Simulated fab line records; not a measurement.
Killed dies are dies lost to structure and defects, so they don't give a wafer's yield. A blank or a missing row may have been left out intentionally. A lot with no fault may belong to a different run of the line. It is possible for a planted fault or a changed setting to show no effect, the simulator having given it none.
Problem report, 8D (eight disciplines) form, completed by code / flow sky130 / the parts of the form that need people (team, actions taken, sign-off) are left out

== 1. WHAT WENT WRONG ==
At SKY_VT_ADJUST_PCH_COAT_02, spin_speed_rpm averages 2435.3 rpm over 6 wafers from 2 lots, while fault-free wafers read 1999.9 rpm, standard deviation 1.1. That is +99 or more standard deviations from the usual mean.
The step: resist thk 3000 nm.
The first sign was on wafer L836.3 at day 14 10:40, on litho_track-04. At this step, 42 wafers from 14 lots have a number in the record. The rule behind "out" and "out of limits": a value lying over 4 standard deviations away from the usual mean. Any other wafer with a number is counted as sound.

== 2. WHAT IT IS; WHAT IT IS NOT ==
question=which readings at this step | is=spin_speed_rpm | is not=dispense_pressure_kPa, exhaust_pa
question=which lots | is=L836, L837 | is not=L822, L823, L824, L825, L826, L827, L828, L829, L833, L835, L844, L845
question=which wafers of those lots | is=all that have a number | is not=-
question=read on which tools | is=litho_track-04 | is not=litho_track-01, litho_track-02
question=when | is=from day 14 10:40 | is not=up to then (30 sound wafers); but 6 sound wafers of L844, L845 came after

== 3. WHAT RULES OUT EACH SUSPECT ==
Counting: a tool at any process step up to the reading remains a suspect when it ran all the lots that are out and ran no sound lot after the first of those.
- litho_track-04 at SKY_VT_ADJUST_PCH_COAT_02 (resist thk 3000 nm): kept. All lots that are out passed through it, beginning with L836 at day 14 10:40, and no sound lot followed; its final sound lot before that point was L829 at day 12 07:25. Its own readings are out on those wafers: spin_speed_rpm.
The count leaves litho_track-04 at SKY_VT_ADJUST_PCH_COAT_02.

== 4. THE CAUSE (what the simulator had put in) ==
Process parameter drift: litho_track-04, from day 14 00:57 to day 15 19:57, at SKY_VT_ADJUST_PCH_COAT_02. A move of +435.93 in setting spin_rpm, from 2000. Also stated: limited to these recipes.
After counting, this tool was the only one left.

== 5. THE EFFECT CHAIN, in route order ==
Each row: a reading where the mean over the struck wafers with a number is more than 3 standard deviations away from the usual. Only readings for which the record gives a usual standard deviation are gone through. hours: the time from each lot's start at the first step in this table that gives one to its start at this step, as a median over the lots. sigmas: the change in usual standard deviations.
hours=0; step=SKY_VT_ADJUST_PCH_COAT_02; reading=spin_speed_rpm; usual=1999.9 rpm; on struck wafers=2435.3; change=+435.4; sigmas=+99 or more
hours=13; step=SKY_VT_ADJUST_PCH_STRIP_09; reading=strip_time_to_endpoint_s; usual=36.90 s; on struck wafers=33.56; change=-3.34; sigmas=-26
The process steps in it:
- SKY_VT_ADJUST_PCH_COAT_02: resist thk 3000 nm.
- SKY_VT_ADJUST_PCH_STRIP_09: strips in O2/N2.
Later measuring or inspecting steps at which every struck wafer that the step has a row for has a number for every such reading, and none has moved that far: SKY_SONOS_ONO_THK_MEAS_03, SKY_GATE_OXIDE_TW_MEAS_14, SKY_POLY_CUT_CD_MEAS_08.

== 6. HOW IT WOULD HAVE BEEN CAUGHT EARLIER ==
In this record the first reading out of limits was taken at day 14 10:40, 10 hours after the fault began at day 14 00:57.
